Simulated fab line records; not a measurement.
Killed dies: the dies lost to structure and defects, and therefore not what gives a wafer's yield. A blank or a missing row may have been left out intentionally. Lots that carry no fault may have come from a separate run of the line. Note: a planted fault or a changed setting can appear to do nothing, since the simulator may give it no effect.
One fault seen from 2 desks | flow gf180mcu | each desk holds nothing but its own numbers, with what lay behind them at the end

## AT THE METROLOGY DESK
What the gauges read, lot by lot, whatever tool the lot ran on: means of the sampled wafers that have a number. A lot is out of limits, marked OUT, if its mean lies more than 4 standard deviations from the usual mean; the brackets give that distance.
Columns: A = cd-nm at GF_POLY_GATE_CD_MEAS_18, usual 279.8 nm; B = cd-nm at GF_HV_LDD_CD_MEAS_19, usual 401.1 nm; C = cd-nm at GF_HV_LDD_CD_MEAS_46, usual 400.7 nm
lot  | first seen here | A     | B     | C
L272 | day 9 02:08     | 280.4 | 397.1 | 400.6
L275 | day 10 00:04    | 279.3 | 400.7 | 400.5
L276 | day 10 13:58    | 282.1 | 399.9 | 397.7
L278 | day 11 00:46    | 280.7 | 401.8 | 402.0
L277 | day 11 01:14    | 278.0 | 403.8 | 402.5
L279 | day 11 08:52    | 280.6 | 398.0 | 401.6
L280 | day 11 16:25    | 280.5 | 403.2 | 400.1
L282 | day 12 06:04    | 281.2 | 400.3 | 403.0
L286 | day 13 10:05    | 280.8 | 402.0 | 367.7 (-13) OUT
L288 | day 13 22:40    | 278.9 | 399.9 | 368.0 (-13) OUT
L292 | day 15 04:08    | 284.0 | 400.1 | 398.1
L293 | day 15 12:02    | 278.0 | 399.9 | 405.0
L294 | day 15 19:37    | 277.5 | 403.2 | 398.9
This desk's finding: out of limits on L286, L288; first on L286, day 17 00:02 (cd-nm at GF_HV_LDD_CD_MEAS_46). Within limits: L272, L275, L276, L278, L277, L279, L280, L282, L292, L293, L294.

## AT THE TOOL OWNER'S DESK: iline-stepper-02
The tool's own readings at GF_HV_LDD_EXPOSE_43 (exposes mask Pplus HV AREA, target cd 400 nm): means of the sampled wafers that have a number, for each lot that ran on this tool. A lot is out of limits, marked OUT, if its mean lies more than 4 standard deviations from the usual mean; the brackets give that distance.
Columns: A = exposure-dose-mJ-cm2 at GF_HV_LDD_EXPOSE_43, usual 140.00
lot  | first seen here | A
L275 | day 12 20:00    | 139.98
L277 | day 13 23:35    | 140.14
L279 | day 14 08:26    | 140.00
L280 | day 14 15:49    | 139.96
L282 | day 15 07:04    | 139.90
L286 | day 16 13:37    | 124.22 (-99 or more) OUT
L288 | day 17 03:56    | 123.96 (-99 or more) OUT
This desk's finding: out of limits on L286, L288; first on L286, day 16 13:37 (exposure-dose-mJ-cm2 at GF_HV_LDD_EXPOSE_43). Within limits: L275, L277, L279, L280, L282.

## TAKEN TOGETHER
The tool owner's desk had the chance to raise an alarm at day 16 13:37 on L286, L288.
Metrology desk: alarm possible at day 17 00:02 on L286, L288.
All the named lots went through GF_HV_LDD_EXPOSE_43 on iline-stepper-02.

## WHAT HAD BEEN PUT IN BY THE SIMULATOR
Process parameter drift: iline-stepper-02, from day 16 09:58 on, at GF_HV_LDD_EXPOSE_43. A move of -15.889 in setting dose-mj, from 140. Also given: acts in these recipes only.
Lots struck among those shown: L286, L288.
Time in hours from fault onset to the first out-of-limits reading at each desk: tool owner's desk 4, metrology desk 14.
